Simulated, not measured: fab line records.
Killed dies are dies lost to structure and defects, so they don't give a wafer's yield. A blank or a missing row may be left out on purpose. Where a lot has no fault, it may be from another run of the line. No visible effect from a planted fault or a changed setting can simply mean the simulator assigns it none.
Problem report in the 8D (eight disciplines) form, filled by code -- flow sky130 -- the parts of the form that need people (team, actions taken, sign-off) are left out

== 1. WHAT IS WRONG ==
At SKY_PAD_OPEN_ANNEAL_12, spike-tc-centre-C averages 363.6 C over 9 wafers from 3 lots, while fault-free wafers read 401.5 C, standard deviation 0.94. Relative to the usual mean, that is a shift of -40 standard deviations.
Earliest sighting: wafer L939.1 on furnace-01 at day 50 02:02. The record has a number at this step for 33 wafers belonging to 11 lots. The rule behind "out" and "out of limits": a value lying over 4 standard deviations away from the usual mean. The other wafers with a number count as sound.

== 2. WHAT THIS IS AND IS NOT ==
question,is,is not
which readings at this step,"spike-tc-centre-C, spike-tc-bottom-C, spike-tc-lower-C, spike-tc-top-C, spike-tc-upper-C, zone-power-top-pct, zone-power-upper-pct",ramp-up-c-per-min
which lots,"L939, L940, L942","L923, L924, L927, L932, L933, L941, L943, L945"
which wafers of those lots,all that have a number,-
read on which tools,furnace-01,furnace-02
when,from day 50 02:02,"up to then (15 sound wafers); but 9 sound wafers of L941, L943, L945 came after"

== 3. SUSPECTS, AND WHAT RULES EACH OUT ==
Counting: a tool at any process step up to the reading remains a suspect when it ran all the lots that are out and ran no sound lot after the first of those.
- furnace-01 at SKY_PAD_OPEN_ANNEAL_12: kept. It processed each lot that is out, first L939 at day 50 02:02, and no sound lot thereafter; up to then, the last sound lot it processed was L933 at day 48 14:08. Its own readings are out on those wafers: spike-tc-bottom-C, spike-tc-centre-C, spike-tc-lower-C, spike-tc-top-C, spike-tc-upper-C, zone-power-top-pct, zone-power-upper-pct.
Remaining after the count: furnace-01 at SKY_PAD_OPEN_ANNEAL_12.

== 4. THE CAUSE (what the simulator had put in) ==
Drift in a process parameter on furnace-01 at SKY_PAD_OPEN_ANNEAL_12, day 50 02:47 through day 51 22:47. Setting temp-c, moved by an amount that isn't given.
Only this tool survived the counting.

== 5. THE EFFECT CHAIN, in route order ==
Rows list readings where the struck wafers' mean (over those with a number) sits beyond 3 standard deviations from the usual. Readings are gone through only where the record gives a usual standard deviation; hours: the median, over the lots, of the time from a lot's start at the first step in this table giving one to that lot's start at this step; sigmas: the change measured in usual standard deviations.
hours,step,reading,usual,on struck wafers,change,sigmas
0,SKY_PAD_OPEN_ANNEAL_12,spike-tc-bottom-C,426.0 C,387.6,-38.4,-35
0,SKY_PAD_OPEN_ANNEAL_12,spike-tc-centre-C,401.5 C,363.6,-37.9,-40
0,SKY_PAD_OPEN_ANNEAL_12,spike-tc-lower-C,400.1 C,361.6,-38.5,-35
0,SKY_PAD_OPEN_ANNEAL_12,spike-tc-top-C,428.6 C,392.2,-36.4,-33
0,SKY_PAD_OPEN_ANNEAL_12,spike-tc-upper-C,399.2 C,360.2,-39.0,-33
0,SKY_PAD_OPEN_ANNEAL_12,zone-power-top-pct,9.48 %,8.26,-1.22,-7.2
0,SKY_PAD_OPEN_ANNEAL_12,zone-power-upper-pct,4.41 %,3.75,-0.66,-6.0
Process steps it contains:
- SKY_PAD_OPEN_ANNEAL_12

== 6. WHAT WOULD HAVE CAUGHT IT SOONER ==
In this record the first reading out of limits was taken at day 50 02:02.
